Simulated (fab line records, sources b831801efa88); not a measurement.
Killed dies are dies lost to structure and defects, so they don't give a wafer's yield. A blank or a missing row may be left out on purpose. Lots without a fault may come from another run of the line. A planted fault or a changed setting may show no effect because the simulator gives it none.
A struck lot beside a sound one | flow gf180mcu | 16 steps out of a route of 602
Sound: wafers L138.1, L138.3, L138.6. Struck: wafers L145.3, L145.5, L145.6. The cause comes at the end.
At each step with rows: each side's tool, then ch and its chambers, then its first start. Under that, the readings that differ: sound wafers | struck wafers | difference of the means | sigmas: that difference in standard deviations of wafers without a fault.
alike: readings whose means differ by less than 2 such deviations, and words and numbers that are the same on both sides. not compared: withheld readings, readings that some wafer has no value for, bounds like >300 that may hide the same value, and numbers for which the record gives no deviation and whose values overlap.
The two part at a step that has a row with sigmas, a row that says differs or no value, or rows on one side only. Numbers that don't overlap but have no deviation are shown without sigmas and don't part them. A reading that every wafer of one side lacks parts them only if that side has two wafers or more.

first, 9 steps without rows for these wafers: GF_MIM_STRIP_21 (strips in post etch residue remover, time 1200 s); GF_MIM_CLEAN_22 (cleans in DIW); GF_M5_DEHYDRATE_00 (time 60 s); GF_M5_HMDS_01 (prime time 60 s); GF_M5_COAT_02 (resist thk 1000 nm); GF_M5_SOFTBAKE_03 (time 60 s); GF_M5_EXPOSE_04 (exposes mask Metal5, target cd 280 nm); GF_M5_PEB_05 (peb time 90 s); GF_M5_DEVELOP_06 (develop time 60 s).
GF_M5_CD_MEAS_07: target cd 280 nm.
  sound on cd_sem-01, day 28 08:52; struck on cd_sem-02, day 30 10:09
  alike: cd_nm
GF_M5_OVL_MEAS_08:
  sound on overlay-01, day 28 08:59; struck on overlay-02, day 30 10:14
  alike: M5_OVL
GF_M5_ETCH_09: etches Si3N4 in CF4/O2, target depth 52 nm, time 11.6 s.
  sound on rie_diel-03 ch 0,2, day 28 09:01; struck on rie_diel-01 ch 2,3, day 30 10:16
  alike: O2_flow_sccm, drypump_motor_current_A, oes_product_au, rf_fwd_power_W, throttle_valve_pct
  not compared: rf_hours_counter_h
GF_M5_METAL_ETCH_10: etches the open film in Cl2/BCl3, stops on SiO2, target depth 750.8 nm, time 125.1 s.
  sound on rie_metal-02 ch 0,1, day 28 09:02; struck on rie_metal-03 ch 0,1, day 30 10:20
  reading                             | sound                | struck               | difference | sigmas
  oes_product_au (a.u.)               | 1.002 0.992 1.001    | 0.929 0.906 0.922    | -0.079     | -13
  rf_fwd_power_W (W)                  | 795.3 797.7 794.9    | 670.8 666.2 670.2    | -126.9     | -55
  throttle_valve_pct (%)              | 28.221 28.218 28.244 | 28.306 28.318 28.295 | +0.079     | +8
  model.KrF_of_M5_COAT_02.thk_nm (nm) | 639.9 645.6 644.3    | 684.7 691.4 686.1    | +44.1      |
  alike: drypump_motor_current_A
  not compared: rf_hours_counter_h
GF_M5_STRIP_11: strips in O2/N2.
  sound on plasma_asher-04 ch 0,1, day 28 09:10; struck on plasma_asher-03 ch 0,1, day 30 10:27
  reading                      | sound             | struck            | difference | sigmas
  oes_product_au (a.u.)        | 0.522 0.526 0.520 | 0.532 0.530 0.538 | +0.011     | +2
  strip_time_to_endpoint_s (s) | 6.95 7.00 6.99    | 7.38 7.45 7.38    | +0.42      | +7
  alike: drypump_motor_current_A, heater_power_w
  not compared: rf_hours_counter_h
then, 1 step without rows for these wafers: GF_M5_STRIP_12 (strips in post etch residue remover, time 1200 s).
-- the record jumps here: 2 days lie between the struck wafers' starts before and after (it left off in module M5 and takes up again in module PASSIVATION, whose first step shown is number 602 of the route) --
GF_PASSIVATION_PROBE_99:
  the record has rows for the struck wafers here (prober-01, day 32 20:13) and none for the sound ones

WHERE THEY PART
First at GF_M5_METAL_ETCH_10; last, within this record, at GF_PASSIVATION_PROBE_99.

WHY: what the simulator had put in
Process parameter drift: rie_metal-03, from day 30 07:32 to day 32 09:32, at GF_M5_METAL_ETCH_10. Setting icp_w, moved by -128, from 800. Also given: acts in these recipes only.
